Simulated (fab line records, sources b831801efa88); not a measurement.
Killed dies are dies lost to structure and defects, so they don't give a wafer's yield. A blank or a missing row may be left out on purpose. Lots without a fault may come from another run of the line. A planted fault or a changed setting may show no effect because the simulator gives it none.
fab line records | flow sky130
record lots=7 wafers=21 last_day=50
route steps=708 shown LDD_HVP@279 LDD_LDN@289 SPACER@304 POLY_CUT@307 SD_P@320 RES_XHIGH@341 PAD_OPEN@708
lots that met no fault: from a run of the same line without faults
start_h: hours from the record's first day to the start of the lot's first wafer shown | wait_h: hours since the lot's step before | " the same as in the row above | L1.1+2: a row that stands for several wafers | - no value, or no start given | * or withheld: withheld | < > ~ a bound
route shown NAME@n: a module of which the file shows steps, and the number in the route of the first | usual: mean/standard deviation of fault-free wafers | same: alike in all rows | chamber/n: place in a boat | sites: the reading at each site | _std_site: their standard deviation | _edge_site: outer sites' mean less inner sites' | radius_mm: how far each site lies from the wafer's centre | mask NAME#n: copy n | behind: the tool/chamber that last shaped the wafer | hold: why the lot was held/for how many hours/how that ended | device: the transistor (n, p or np) that didn't switch | end of line: the same wafers' tests at the end of the route | a step without rows: its recipe alone | killed: dies lost to structure and defects at the first sort, not the wafer's yield | map: a wafer's dies, x killed, . not, _ none there
set.NAME: the setting as run; set.NAME@STEP: as run at that earlier step | model.NAME: the simulator's own value behind a step, which no gauge read
lots at some steps of the route; a table a step, a row a wafer
services: from which hour (start_h, from the record's first day; less than 0 if before it) a tool's chamber was out of use, for how many hours, and why
## steps
# step SKY_LDD_HVP_HMDS_01
# recipe prime_time_s=60 prime_temp_c=120
# step SKY_LDD_HVP_COAT_02
# recipe resist=NOVOLAK spin_rpm=3000 resist_thk_nm=300
# step SKY_LDD_HVP_SOFTBAKE_03
# recipe temp_c=90 time_s=60 resist=NOVOLAK
# step SKY_LDD_HVP_EXPOSE_04
# recipe mask_id=HVPTM na=0.6 source_shape=conventional sigma_outer=0.6 polarization=unpolarized target_cd_nm=700 dose_mj=86
# step SKY_LDD_HVP_PEB_05
# recipe temp_c=withheld time_s=* resist=NOVOLAK
# step SKY_LDD_HVP_DEVELOP_06
# recipe resist=NOVOLAK developer=TMAH develop_time_s=60 dev_temp_c=23
# step SKY_LDD_HVP_OVL_MEAS_07
# usual LDD_HVP_OVL=1.1/1.3
# columns lot.wafer tool chamber start_h wait_h LDD_HVP_OVL[nm]
L268.1 overlay-01 - 552.02 0.1 2.2
L268.2 " - " " 1.8
L268.3 " - " " 2.1
L269.1 overlay-01 - 563.99 0.1 1.9
L269.2 " - " " -0.5
L269.5 " - " " 0.5
L270.3 overlay-02 - 572.93 0.1 1.5
L270.4 " - " " 1.9
L270.5 " - " " 1.5
L271.2 overlay-02 - 582.88 0.1 1.7
L271.4 " - " " 1.9
L271.5 " - " " 3.8
L278.2 overlay-02 - 660.83 0.1 1.7
L278.4 " - " " -0.1
L278.6 " - " " 2.7
L281.1 overlay-01 - 672.29 0.1 2.0
L281.2 " - " " 3.9
L281.4 " - " " 4.5
L284.2 overlay-02 - 687.98 0.1 -0.2
L284.3 " - " " -0.1
L284.6 " - " " -0.1
# step SKY_LDD_HVP_IMPLANT_08
# recipe species=B energy_kev=20 dose_cm2=1.7e+13 tilt_deg=17.9
# step SKY_LDD_HVP_STRIP_09
# recipe chemistry=O2/N2 power_w=1400 pressure_mtorr=1500 platen_temp_c=withheld o2_flow_sccm=3000 n2_flow_sccm=300 overash_fraction=0.5
# usual drypump_motor_current_A=5.7/0.56 oes_product_au=0.409/0.0048 strip_time_to_endpoint_s=4.134/0.014
# columns lot.wafer tool chamber start_h wait_h drypump_motor_current_A oes_product_au rf_hours_counter_h strip_time_to_endpoint_s
L268.1 plasma_asher-02 0 552.21 0.1 6.2 0.405 75 4.138
L268.2 " 1 " " 5.6 0.408 75 4.124
L268.3 " 1 " " 5.6 0.402 - 4.148
L269.1 plasma_asher-01 1 564.18 0.1 4.8 0.407 88 4.148
L269.2 " 0 " " 6.3 0.406 88 4.133
L269.5 " 1 " " 4.8 0.411 - 4.113
L270.3 plasma_asher-04 1 573.14 0.1 5.3 0.414 - 4.152
L270.4 " 0 " " 6.0 0.401 - 4.159
L270.5 " 1 " " 5.4 0.415 - 4.148
L271.2 plasma_asher-04 0 583.06 0.1 6.0 0.406 17 4.114
L271.4 " 1 " " 5.4 0.407 - 4.122
L271.5 " 1 " " 5.4 0.412 - 4.123
L278.2 plasma_asher-02 0 661.01 0.1 6.2 0.413 86 4.126
L278.4 " 1 " " 5.6 0.403 - 4.152
L278.6 " 1 " " 5.6 0.402 - 4.147
L281.1 plasma_asher-02 0 672.48 0.1 6.2 0.411 87 4.156
L281.2 " 1 " " 5.6 0.415 87 4.132
L281.4 " 1 " " 5.6 0.413 - 4.125
L284.2 plasma_asher-01 0 688.16 0.1 6.3 0.416 99 4.129
L284.3 " 1 " " 4.8 0.408 - 4.106
L284.6 " 1 " " 4.8 0.397 - 4.118
# step SKY_LDD_HVP_TW_MEAS_10
# usual LDD_HVP_TW=456/3.1
# columns lot.wafer tool chamber start_h wait_h LDD_HVP_TW
L268.1 film_metro-02 - 552.31 0.1 455
L268.2 " - " " 459
L268.3 " - " " 455
L269.1 film_metro-04 - 564.28 0.1 459
L269.2 " - " " 457
L269.5 " - " " 454
L270.3 film_metro-03 - 573.23 0.1 451
L270.4 " - " " 453
L270.5 " - " " 454
L271.2 film_metro-03 - 583.17 0.1 453
L271.4 " - " " 452
L271.5 " - " " 454
L278.2 film_metro-04 - 661.12 0.1 459
L278.4 " - " " 455
L278.6 " - " " 457
L281.1 film_metro-04 - 672.58 0.1 459
L281.2 " - " " 458
L281.4 " - " " 459
L284.2 film_metro-02 - 688.27 0.1 454
L284.3 " - " " 454
L284.6 " - " " 455
# step SKY_LDD_LDN_DEHYDRATE_00
# recipe temp_c=200 time_s=60
# step SKY_LDD_LDN_HMDS_01
# recipe prime_time_s=60 prime_temp_c=120
# step SKY_LDD_LDN_COAT_02
# recipe resist=NOVOLAK spin_rpm=3000 resist_thk_nm=1140
# usual chill_plate_temp_C=22.99/0.11 dispense_pressure_kPa=47.1/2.1
# columns lot.wafer tool chamber start_h wait_h chill_plate_temp_C dispense_pressure_kPa
L268.1 litho_track-04 0 566.99 0.1 23.01 44.7
L268.2 " 0 " " 23.15 44.6
L268.3 " 0 " " 23.12 44.6
L269.1 litho_track-04 - 578.69 0.1 - -
L269.2 " - " " - -
L269.5 " - " " - -
L270.3 litho_track-04 - 587.74 0.1 - -
L270.4 " - " " - -
L270.5 " - " " - -
L271.2 litho_track-01 - 597.58 0.1 - -
L271.4 " - " " - -
L271.5 " - " " - -
L278.2 litho_track-01 0 674.53 0.1 22.94 47.5
L278.4 " 0 " " 22.92 47.5
L278.6 " 0 " " 22.80 47.5
L281.1 litho_track-04 0 686.74 0.1 22.81 44.6
L281.2 " 0 " " 22.91 44.7
L281.4 " 0 " " 22.86 44.7
L284.2 litho_track-02 0 701.66 0.1 22.96 50.4
L284.3 " 0 " " 23.04 50.4
L284.6 " 0 " " 22.97 50.4
# step SKY_LDD_LDN_SOFTBAKE_03
# recipe temp_c=90 time_s=60 resist=NOVOLAK
# step SKY_LDD_LDN_EXPOSE_04
# recipe mask_id=LDNTM na=0.6 source_shape=conventional sigma_outer=0.6 polarization=unpolarized target_cd_nm=700 dose_mj=140
# step SKY_LDD_LDN_PEB_05
# recipe temp_c=withheld time_s=* resist=NOVOLAK
# step SKY_LDD_LDN_DEVELOP_06
# recipe resist=NOVOLAK developer=TMAH develop_time_s=60 dev_temp_c=23
# step SKY_LDD_LDN_OVL_MEAS_07
# usual LDD_LDN_OVL=0.8/1.5
# columns lot.wafer tool chamber start_h wait_h LDD_LDN_OVL[nm]
L268.1 overlay-02 - 581.51 0.1 0.9
L268.2 " - " " -1.7
L268.3 " - " " 0.0
L269.1 overlay-02 - 594.29 0.1 -
L269.2 " - " " -
L269.5 " - " " -
L270.3 overlay-02 - 602.60 0.1 -
L270.4 " - " " -
L270.5 " - " " -
L271.2 overlay-01 - 612.16 0.1 -
L271.4 " - " " -
L271.5 " - " " -
L278.2 overlay-02 - 689.16 0.1 1.5
L278.4 " - " " 2.9
L278.6 " - " " 0.8
L281.1 overlay-02 - 700.89 0.1 2.0
L281.2 " - " " -0.3
L281.4 " - " " 1.1
L284.2 overlay-01 - 714.30 0.1 2.5
L284.3 " - " " 0.7
L284.6 " - " " 1.1
# step SKY_LDD_LDN_IMPLANT_08
# recipe species=As energy_kev=15 dose_cm2=1.25e+13 tilt_deg=withheld rotation_deg=23
# step SKY_LDD_LDN_IMPLANT_09
# recipe species=As energy_kev=15 dose_cm2=1.25e+13 tilt_deg=withheld rotation_deg=113
# step SKY_LDD_LDN_IMPLANT_10
# recipe species=As energy_kev=15 dose_cm2=1.25e+13 tilt_deg=withheld rotation_deg=203
# step SKY_LDD_LDN_IMPLANT_11
# recipe species=As energy_kev=15 dose_cm2=1.25e+13 tilt_deg=withheld rotation_deg=293
# step SKY_LDD_LDN_STRIP_12
# recipe chemistry=O2/N2 power_w=1400 pressure_mtorr=1500 platen_temp_c=withheld o2_flow_sccm=3000 n2_flow_sccm=300 overash_fraction=0.5
# usual drypump_motor_current_A=5.8/0.4 oes_product_au=0.715/0.0044 strip_time_to_endpoint_s=14.19/0.038
# columns lot.wafer tool chamber start_h wait_h drypump_motor_current_A oes_product_au rf_hours_counter_h strip_time_to_endpoint_s
L268.1 plasma_asher-02 0 582.14 0.1 6.2 0.720 78 14.20
L268.2 " 1 " " 5.6 0.716 78 14.23
L268.3 " 1 " " 5.6 0.706 - 14.18
L269.1 plasma_asher-04 0 594.93 0.1 6.0 - 18 -
L269.2 " 1 " " 5.4 - 18 -
L269.5 " 1 " " 5.4 - - -
L270.3 plasma_asher-03 1 603.25 0.1 5.3 - - -
L270.4 " 0 " " 6.2 - - -
L270.5 " 0 " " 6.2 - - -
L271.2 plasma_asher-04 1 612.79 0.1 5.4 - 20 -
L271.4 " 1 " " 5.4 - - -
L271.5 " 0 " " 6.0 - - -
L278.2 plasma_asher-03 1 689.79 0.1 5.3 0.715 53 14.18
L278.4 " 1 " " 5.3 0.716 - 14.24
L278.6 " 1 " " 5.3 0.715 - 14.22
L281.1 plasma_asher-03 0 701.53 0.1 6.2 0.709 54 14.17
L281.2 " 1 " " 5.3 0.712 54 14.15
L281.4 " 0 " " 6.2 0.718 - 14.16
L284.2 plasma_asher-03 1 714.93 0.1 5.3 0.711 55 14.13
L284.3 " 1 " " 5.4 0.718 - 14.17
L284.6 " 0 " " 6.2 0.713 - 14.14
# step SKY_LDD_LDN_TW_MEAS_13
# usual LDD_LDN_TW=1477/13
# columns lot.wafer tool chamber start_h wait_h LDD_LDN_TW
L268.1 film_metro-01 - 582.24 0.1 1484
L268.2 " - " " 1481
L268.3 " - " " 1483
L269.1 film_metro-03 - 595.03 0.1 1473
L269.2 " - " " 1466
L269.5 " - " " 1470
L270.3 film_metro-01 - 603.34 0.1 1488
L270.4 " - " " 1484
L270.5 " - " " 1482
L271.2 film_metro-04 - 612.90 0.1 1480
L271.4 " - " " 1493
L271.5 " - " " 1487
L278.2 film_metro-04 - 689.90 0.1 1489
L278.4 " - " " 1487
L278.6 " - " " 1483
L281.1 film_metro-04 - 701.63 0.1 1493
L281.2 " - " " 1487
L281.4 " - " " 1496
L284.2 film_metro-03 - 715.04 0.1 1465
L284.3 " - " " 1461
L284.6 " - " " 1457
# step SKY_LDD_LDN_CLEAN_14
# recipe chemistry=SC1/SC2 mix=1:4:20 temp_c=70 time_s=150 dry=n2_spin
# step SKY_SPACER_CVD_00
# recipe material=Si3N4 precursor=DCS/NH3 target_thk_nm=43.1 temp_c=770 time_s=740 pressure_mtorr=250
# step SKY_SPACER_THK_MEAS_01
# recipe reads=Si3N4_of_SPACER_CVD_00
# usual SPACER_CVD_00_THK=43.1/0.32
# columns lot.wafer tool chamber start_h wait_h SPACER_CVD_00_THK[nm]
L268.1 film_metro-02 - 583.56 0.0 43.4
L268.2 " - " " 43.2
L268.3 " - " " 43.3
L269.1 film_metro-02 - 596.48 0.1 42.8
L269.2 " - " " 43.1
L269.5 " - " " 43.3
L270.3 film_metro-01 - 605.43 0.0 43.3
L270.4 " - " " 43.2
L270.5 " - " " 43.3
L271.2 film_metro-02 - 614.22 0.0 43.3
L271.4 " - " " 43.7
L271.5 " - " " 43.9
L278.2 film_metro-02 - 703.23 0.0 43.1
L278.4 " - " " 42.9
L278.6 " - " " 42.9
L281.1 film_metro-04 - 703.27 0.0 42.6
L281.2 " - " " 42.7
L281.4 " - " " 42.7
L284.2 film_metro-04 - 718.04 0.0 43.1
L284.3 " - " " 43.2
L284.6 " - " " 43.2
# step SKY_SPACER_ETCHBACK_02
# recipe chemistry=CH3F/O2 target=Si3N4 stop_on=SiO2 source_w=400 bias_w=80 pressure_mtorr=25 ch3f_flow_sccm=40 O2_flow_sccm=30 time_s=46.7 target_depth_a=450
# step SKY_POLY_CUT_DEHYDRATE_00
# recipe temp_c=200 time_s=60
# step SKY_POLY_CUT_HMDS_01
# recipe prime_time_s=60 prime_temp_c=120
# step SKY_POLY_CUT_COAT_02
# recipe resist=BARC temp_c=withheld time_s=withheld spin_rpm=3000 resist_thk_nm=60
# step SKY_POLY_CUT_COAT_03
# recipe resist=KrF-thick spin_rpm=3000 resist_thk_nm=450
# step SKY_POLY_CUT_SOFTBAKE_04
# recipe temp_c=100 time_s=90 resist=KrF-thick
# step SKY_POLY_CUT_EXPOSE_05
# recipe mask_id=NPCM na=0.8 source_shape=annular sigma_inner=0.55 sigma_outer=0.85 target_cd_nm=270 dose_mj=32
# step SKY_POLY_CUT_PEB_06
# recipe peb_temp_c=withheld peb_time_s=withheld resist=KrF-thick
# step SKY_POLY_CUT_DEVELOP_07
# recipe develop_time_s=60 resist=KrF-thick dev_temp_c=21
# step SKY_POLY_CUT_CD_MEAS_08
# recipe target_cd_nm=270
# usual cd_nm=270.5/1.4
# columns lot.wafer tool chamber start_h wait_h cd_nm
L268.1 cd_sem-01 - 612.84 - 268.3
L268.2 " - " " 269.9
L268.3 " - " " 269.3
L269.1 cd_sem-02 - 625.11 - 268.6
L269.2 " - " " 268.7
L269.5 " - " " 268.8
L270.3 cd_sem-02 - 634.81 - 270.4
L270.4 " - " " 270.7
L270.5 " - " " 270.7
L271.2 cd_sem-02 - 643.99 - 270.3
L271.4 " - " " 272.7
L271.5 " - " " 271.1
L278.2 cd_sem-01 - 730.09 - 271.1
L278.4 " - " " 270.5
L278.6 " - " " 270.3
L281.1 cd_sem-01 - 730.86 - 271.0
L281.2 " - " " 269.3
L281.4 " - " " 269.9
L284.2 cd_sem-02 - 745.83 - 269.9
L284.3 " - " " 270.5
L284.6 " - " " 270.5
# step SKY_POLY_CUT_OVL_MEAS_09
# usual POLY_CUT_OVL=1/4.7
# columns lot.wafer tool chamber start_h wait_h POLY_CUT_OVL[nm]
L268.1 overlay-02 - 612.96 0.1 0
L268.2 " - " " -3
L268.3 " - " " 5
L269.1 overlay-01 - 625.23 0.1 -2
L269.2 " - " " 5
L269.5 " - " " 2
L270.3 overlay-02 - 634.90 0.1 4
L270.4 " - " " -4
L270.5 " - " " 3
L271.2 overlay-01 - 644.10 0.1 -1
L271.4 " - " " 3
L271.5 " - " " -1
L278.2 overlay-01 - 730.20 0.1 -1
L278.4 " - " " 0
L278.6 " - " " 8
L281.1 overlay-01 - 730.98 0.1 -5
L281.2 " - " " 2
L281.4 " - " " 4
L284.2 overlay-02 - 745.93 0.1 4
L284.3 " - " " 1
L284.6 " - " " 10
# step SKY_POLY_CUT_ETCH_10
# recipe chemistry=N2/H2 target=BARC ion_energy_ev=200 source_w=500 bias_w=100 pressure_mtorr=30 n2_flow_sccm=100 h2_flow_sccm=200 stop_on=SiO2 time_s=45.9 target_depth_a=600
# usual drypump_motor_current_A=5.7/0.32 oes_product_au=0.854/0.005 throttle_valve_pct=13.226/0.0097
# columns lot.wafer tool chamber start_h wait_h drypump_motor_current_A oes_product_au rf_hours_counter_h throttle_valve_pct
L268.1 rie_diel-02 2 612.99 0.0 5.9 0.854 19 13.221
L268.2 " 3 " " 5.9 0.857 39 13.230
L268.3 " 1 " " 6.1 0.860 11 13.230
L269.1 rie_diel-01 0 625.26 0.0 5.4 0.861 45 13.227
L269.2 " 2 " " 6.0 0.866 3 13.231
L269.5 " 0 " " 5.4 0.853 - 13.224
L270.3 rie_diel-02 2 634.93 0.0 5.9 0.859 20 13.222
L270.4 " 3 " " 5.9 0.858 40 13.227
L270.5 " 2 " " 5.9 0.854 - 13.214
L271.2 rie_diel-04 1 644.13 0.0 5.5 0.855 10 13.239
L271.4 " 1 " " 5.5 0.856 - 13.238
L271.5 " 0 " " 5.3 0.859 - 13.237
L278.2 rie_diel-02 2 730.23 0.0 5.9 0.855 22 13.216
L278.4 " 3 " " 5.9 0.862 43 13.217
L278.6 " 1 " " 6.1 0.849 - 13.234
L281.1 rie_diel-04 2 731.01 0.0 5.2 0.854 2 13.226
L281.2 " 3 " " 5.5 0.856 6 13.219
L281.4 " 1 " " 5.5 0.851 13 13.251
L284.2 rie_diel-04 2 745.96 0.0 5.2 0.859 2 13.239
L284.3 " 0 " " 5.3 0.852 12 13.215
L284.6 " 0 " " 5.3 0.847 - 13.220
# step SKY_POLY_CUT_ETCH_11
# recipe target=Si3N4 chemistry=CF4/CH2F2/Ar stop_on=poly-Si source_w=600 bias_w=150 pressure_mtorr=40 cf4_flow_sccm=40 ch2f2_flow_sccm=20 Ar_flow_sccm=150 time_s=42.5 target_depth_a=600
# usual drypump_motor_current_A=5.7/0.32 oes_product_au=0.831/0.0059 throttle_valve_pct=14.994/0.0085
# columns lot.wafer tool chamber start_h wait_h drypump_motor_current_A oes_product_au rf_hours_counter_h throttle_valve_pct
L268.1 rie_diel-02 2 613.03 0.0 5.9 0.826 19 14.995
L268.2 " 3 " " 5.9 0.827 39 14.984
L268.3 " 1 " " 6.1 0.825 11 14.984
L269.1 rie_diel-01 0 625.31 0.0 5.4 0.829 45 14.986
L269.2 " 2 " " 6.0 0.841 3 15.000
L269.5 " 0 " " 5.5 0.830 - 14.977
L270.3 rie_diel-02 2 634.97 0.0 5.9 0.828 20 15.006
L270.4 " 3 " " 5.9 0.834 40 14.987
L270.5 " 2 " " 5.9 0.817 - 15.004
L271.2 rie_diel-04 1 644.17 0.0 5.5 0.831 10 15.003
L271.4 " 1 " " 5.5 0.829 - 14.996
L271.5 " 0 " " 5.3 0.840 - 14.994
L278.2 rie_diel-02 2 730.27 0.0 5.9 0.836 22 14.997
L278.4 " 3 " " 5.9 0.837 43 14.995
L278.6 " 1 " " 6.1 0.829 - 14.997
L281.1 rie_diel-04 2 731.06 0.0 5.2 0.831 2 14.995
L281.2 " 3 " " 5.6 0.827 6 14.992
L281.4 " 1 " " 5.5 0.830 13 15.002
L284.2 rie_diel-04 2 746.01 0.0 5.2 0.835 2 15.000
L284.3 " 0 " " 5.3 0.835 12 14.979
L284.6 " 0 " " 5.3 0.835 - 14.996
# step SKY_POLY_CUT_STRIP_12
# recipe chemistry=O2/N2 power_w=1400 pressure_mtorr=1500 platen_temp_c=withheld o2_flow_sccm=3000 n2_flow_sccm=300 overash_fraction=0.5
# usual drypump_motor_current_A=5.7/0.56 oes_product_au=0.453/0.0044 strip_time_to_endpoint_s=5.362/0.017
# columns lot.wafer tool chamber start_h wait_h drypump_motor_current_A oes_product_au rf_hours_counter_h strip_time_to_endpoint_s
L268.1 plasma_asher-01 0 613.07 0.0 6.3 0.461 92 5.378
L268.2 " 1 " " 4.8 0.451 92 5.381
L268.3 " 0 " " 6.3 0.450 - 5.394
L269.1 plasma_asher-01 0 625.35 0.0 6.3 0.448 93 5.366
L269.2 " 1 " " 4.8 0.455 93 5.345
L269.5 " 0 " " 6.3 0.446 - 5.343
L270.3 plasma_asher-03 0 635.04 0.1 6.2 0.448 - 5.365
L270.4 " 1 " " 5.3 0.460 - 5.380
L270.5 " 0 " " 6.3 0.448 - 5.380
L271.2 plasma_asher-03 0 644.21 0.0 6.1 0.445 48 5.338
L271.4 " 0 " " 6.2 0.452 - 5.356
L271.5 " 0 " " 6.2 0.450 - 5.371
L278.2 plasma_asher-01 1 730.31 0.0 4.8 0.455 103 5.365
L278.4 " 1 " " 4.9 0.453 - 5.380
L278.6 " 1 " " 4.8 0.447 - 5.348
L281.1 plasma_asher-02 0 731.10 0.0 6.3 0.453 93 5.358
L281.2 " 1 " " 5.6 0.451 93 5.346
L281.4 " 1 " " 5.6 0.456 - 5.345
L284.2 plasma_asher-02 0 746.05 0.0 6.3 0.459 95 5.322
L284.3 " 1 " " 5.6 0.451 - 5.335
L284.6 " 0 " " 6.2 0.450 - 5.350
# step SKY_SD_P_DEHYDRATE_00
# recipe temp_c=200 time_s=60
# step SKY_RES_XHIGH_TW_MEAS_09
# usual RES_XHIGH_TW=1632/12
# columns lot.wafer tool chamber start_h wait_h RES_XHIGH_TW
L268.1 film_metro-03 - 671.07 0.1 1609
L268.2 " - " " 1616
L268.3 " - " " 1620
L269.1 film_metro-02 - 682.79 0.1 1901
L269.2 " - " " 1916
L269.5 " - " " 1905
L270.3 film_metro-03 - 691.89 0.1 1894
L270.4 " - " " 1897
L270.5 " - " " 1898
L271.2 film_metro-03 - 701.43 0.1 1906
L271.4 " - " " 1887
L271.5 " - " " 1895
L278.2 film_metro-02 - 784.53 0.1 1637
L278.4 " - " " 1624
L278.6 " - " " 1632
L281.1 film_metro-01 - 784.69 0.1 1655
L281.2 " - " " 1649
L281.4 " - " " 1646
L284.2 film_metro-03 - 799.10 0.1 1632
L284.3 " - " " 1627
L284.6 " - " " 1629
# step SKY_PAD_OPEN_PROBE_99
# columns lot.wafer tool chamber start_h wait_h model.etest.pfet_01v8.r_on_ohm_um model.etest.tip_p_5v.rs_ohm_sq model.etest.tip_n_5v.rs_ohm_sq model.etest.pfet_g5v0d10v5.r_on_ohm_um model.etest.pfet_01v8.drive_ua_um model.etest.tip_p_5v.rs_ohm_sq_range model.etest.pfet_01v8_hvt.drive_ua_um model.etest.sram_pfet_latch.drive_ua_um
L268.1 prober-01 - 1111.25 0.1 2908 2852 1426 4724 190.7 89.51 143 142.3
L268.2 prober-01 - 1111.30 0.1 2787 2845 1418 4695 200 121.8 150.4 151.8
L268.3 prober-01 - 1111.35 0.2 2910 2837 1413 4827 189.2 99.17 141.3 143.8
L269.1 prober-02 - 1124.46 0.1 8636 6993 1005 4925 62.07 206.2 41.12 41.53
L269.2 prober-02 - 1124.51 0.1 9172 6933 1004 4900 58.3 196.6 38.66 38.09
L269.5 prober-02 - 1124.66 0.2 8382 7017 1001 4936 64.73 107.7 42.64 39.33
L270.3 prober-01 - 1128.02 0.2 9828 7259 988 4921 54.98 270.3 36.15 38.53
L270.4 prober-01 - 1128.07 0.2 9587 7287 974.1 4890 56.59 162.9 36.54 38.98
L270.5 prober-01 - 1128.12 0.2 9355 7230 994.1 4880 57.82 252.2 37.98 40.1
L271.2 prober-02 - 1132.11 0.1 8972 7556 1003 4864 60.34 327.3 39.11 40.1
L271.4 prober-02 - 1132.21 0.2 1.072e+04 7376 1011 4894 51.24 167.5 32.46 33.45
L271.5 prober-02 - 1132.26 0.2 1.067e+04 7411 1004 4964 51.32 148.3 31.41 35.88
L278.2 prober-02 - 1189.74 0.1 2778 2878 1374 4742 202.4 65.71 153.3 155.8
L278.4 prober-02 - 1189.84 0.2 2803 2881 1367 4730 203 86.18 152.5 151
L278.6 prober-02 - 1189.94 0.2 2775 2878 1361 4709 204.4 41.25 153.2 152.5
L281.1 prober-01 - 1190.29 0.1 2829 2853 1399 4655 201.9 37.27 150.3 156
L281.2 prober-01 - 1190.34 0.1 2876 2863 1402 4721 193.8 49.73 144.3 146.8
L281.4 prober-01 - 1190.44 0.2 2891 2873 1391 4724 193.3 94.06 144.1 145.3
L284.2 prober-01 - 1196.70 0.1 2890 2861 1390 4729 192.6 60.92 144.9 143.7
L284.3 prober-01 - 1196.75 0.2 2911 2856 1402 4808 191.1 60.25 142.2 146
L284.6 prober-01 - 1196.90 0.2 2880 2848 1393 4621 196 92.88 146.2 151.3
# killed by level:class
L268.1 CONTACT:geometric_particle:open=10 VIA2:geometric_particle:open=8 VIA1:geometric_particle:open=7 METAL1:geometric_particle:short=6 METAL3:geometric_particle:short=5 VIA3:geometric_particle:short=5 FIELD_ISO:geometric_particle:open=4 LI_CONTACT:geometric_particle:open=4
L268.2 VIA1:geometric_particle:open=16 METAL1:geometric_particle:short=10 LI_CONTACT:geometric_particle:open=5 CONTACT:geometric_particle:open=5 METAL2:geometric_particle:short=5 VIA2:geometric_particle:open=4 VIA3:geometric_particle:short=4 VIA3:geometric_particle:open=4
L268.3 CONTACT:geometric_particle:open=11 VIA1:geometric_particle:open=8 VIA3:geometric_particle:open=8 LI_CONTACT:geometric_particle:short=5 LI_CONTACT:geometric_particle:open=5 FIELD_ISO:geometric_particle:open=4 FIELD_ISO:geometric_particle:short=3 LOCAL_INTERCONNECT:geometric_particle:short=3
L278.2 CONTACT:geometric_particle:open=10 VIA1:geometric_particle:open=8 VIA2:geometric_particle:open=8 METAL2:geometric_particle:short=7 FIELD_ISO:geometric_particle:open=6 CONTACT:geometric_particle:short=6 VIA3:geometric_particle:open=6 METAL1:geometric_particle:short=5
L278.4 CONTACT:geometric_particle:open=9 LI_CONTACT:geometric_particle:open=7 METAL2:geometric_particle:short=6 VIA2:geometric_particle:open=5 METAL1:geometric_particle:short=5 VIA1:geometric_particle:open=5 METAL4:geometric_particle:short=5 POLY_GATE:geometric_particle:open=4
L278.6 LI_CONTACT:geometric_particle:open=10 VIA3:geometric_particle:open=9 VIA2:geometric_particle:open=9 FIELD_ISO:geometric_particle:short=7 VIA1:geometric_particle:open=7 CONTACT:geometric_particle:open=6 LOCAL_INTERCONNECT:geometric_particle:short=6 FIELD_ISO:geometric_particle:open=5
L281.1 CONTACT:geometric_particle:open=10 LI_CONTACT:geometric_particle:open=6 VIA1:geometric_particle:open=6 VIA3:geometric_particle:open=5 LOCAL_INTERCONNECT:geometric_particle:short=5 VIA1:geometric_particle:short=5 VIA2:geometric_particle:open=5 FIELD_ISO:geometric_particle:open=4
L281.2 METAL1:geometric_particle:short=10 CONTACT:geometric_particle:open=9 LI_CONTACT:geometric_particle:open=9 FIELD_ISO:geometric_particle:short=8 VIA2:geometric_particle:open=7 VIA2:geometric_particle:short=6 VIA1:geometric_particle:open=6 VIA3:geometric_particle:open=6
L281.4 LI_CONTACT:geometric_particle:open=8 VIA1:geometric_particle:open=8 VIA3:geometric_particle:open=7 METAL1:geometric_particle:short=7 POLY_GATE:geometric_particle:open=6 CONTACT:geometric_particle:open=6 POLY_GATE:geometric_particle:short=5 CONTACT:geometric_particle:short=5
L284.2 VIA1:geometric_particle:open=20 VIA2:geometric_particle:open=8 VIA1:geometric_particle:short=7 METAL2:geometric_particle:short=6 POLY_GATE:geometric_particle:short=5 CONTACT:geometric_particle:open=5 VIA3:geometric_particle:open=5 LI_CONTACT:geometric_particle:open=4
L284.3 METAL1:geometric_particle:short=11 VIA1:geometric_particle:open=10 CONTACT:geometric_particle:open=7 VIA3:geometric_particle:open=6 VIA2:geometric_particle:open=6 LOCAL_INTERCONNECT:geometric_particle:short=5 CONTACT:geometric_particle:short=3 VIA1:geometric_particle:short=3
L284.6 VIA1:geometric_particle:open=12 CONTACT:geometric_particle:open=8 VIA1:geometric_particle:short=7 METAL2:geometric_particle:short=6 POLY_GATE:geometric_particle:short=5 POLY_GATE:geometric_particle:open=5 VIA2:geometric_particle:open=5 VIA3:geometric_particle:open=4
## services
# columns tool chamber start_h hours kind
rie_diel-02 - 539.40 0.3 repair
rie_diel-02 - 553.82 0.2 repair
rie_diel-01 1 555.95 8.7 repair
rie_diel-02 3 562.96 1.9 repair
plasma_asher-01 - 580.32 5.3 repair
plasma_asher-03 - 596.63 2.4 repair
rie_diel-02 - 613.45 2.5 repair
plasma_asher-01 - 614.11 7.3 repair
rie_diel-02 0 616.08 2.1 repair
plasma_asher-04 - 616.78 2.7 repair
plasma_asher-02 - 618.78 1.1 repair
rie_diel-04 2 620.16 14.2 repair
rie_diel-04 2 634.39 - clean
rie_diel-04 2 634.39 18.7 scheduled_down
rie_diel-04 2 634.39 18.7 vent_cycle
rie_diel-04 1 638.91 1.6 repair
rie_diel-02 2 644.99 19.2 repair
rie_diel-01 - 651.05 14.6 pm
rie_diel-04 1 669.46 3.3 repair
plasma_asher-04 - 674.46 8.6 repair
rie_diel-01 3 695.03 5.0 repair
plasma_asher-01 - 733.75 9.0 pm
plasma_asher-01 0 733.75 9.0 vent_cycle
rie_diel-02 1 735.35 2.2 repair
## key
first_sign step=SKY_LDD_LDN_COAT_02 reading=tool_record direction=missing
effect step=SKY_LDD_LDN_OVL_MEAS_07 reading=LDD_LDN_OVL direction=missing
effect step=SKY_RES_XHIGH_TW_MEAS_09 reading=RES_XHIGH_TW direction=up sigmas=23 usual=1632 struck=1900
model_effect step=SKY_PAD_OPEN_PROBE_99 value=etest.pfet_01v8.r_on_ohm_um without=2900 struck=9480
met_at SKY_LDD_LDN_COAT_02
struck_wafers L269.1,L269.2,L269.5,L270.3,L270.4,L270.5,L271.2,L271.4,L271.5
sort_left_out L269.1,L269.2,L269.5,L270.3,L270.4,L270.5,L271.2,L271.4,L271.5
tester_left_out L269,L270,L271
onset_between 566.99 578.69
fault kind=skipped_step_whole tool=litho_track-01,litho_track-04 chamber=- onset_h=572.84 steps=SKY_LDD_LDN_COAT_02 scope=struck_lots_only
# tester_left_out: of these lots the tester's yield and bins aren't shown, on N5 and GAA mostly nor the transistor test; their killed dies are dies lost to structure and defects alone, not to doping, threshold or leakage, so they don't give the yield
# sort_left_out: the simulated sort isn't trusted on such a fault, so these wafers' sort isn't shown, and their yield isn't known
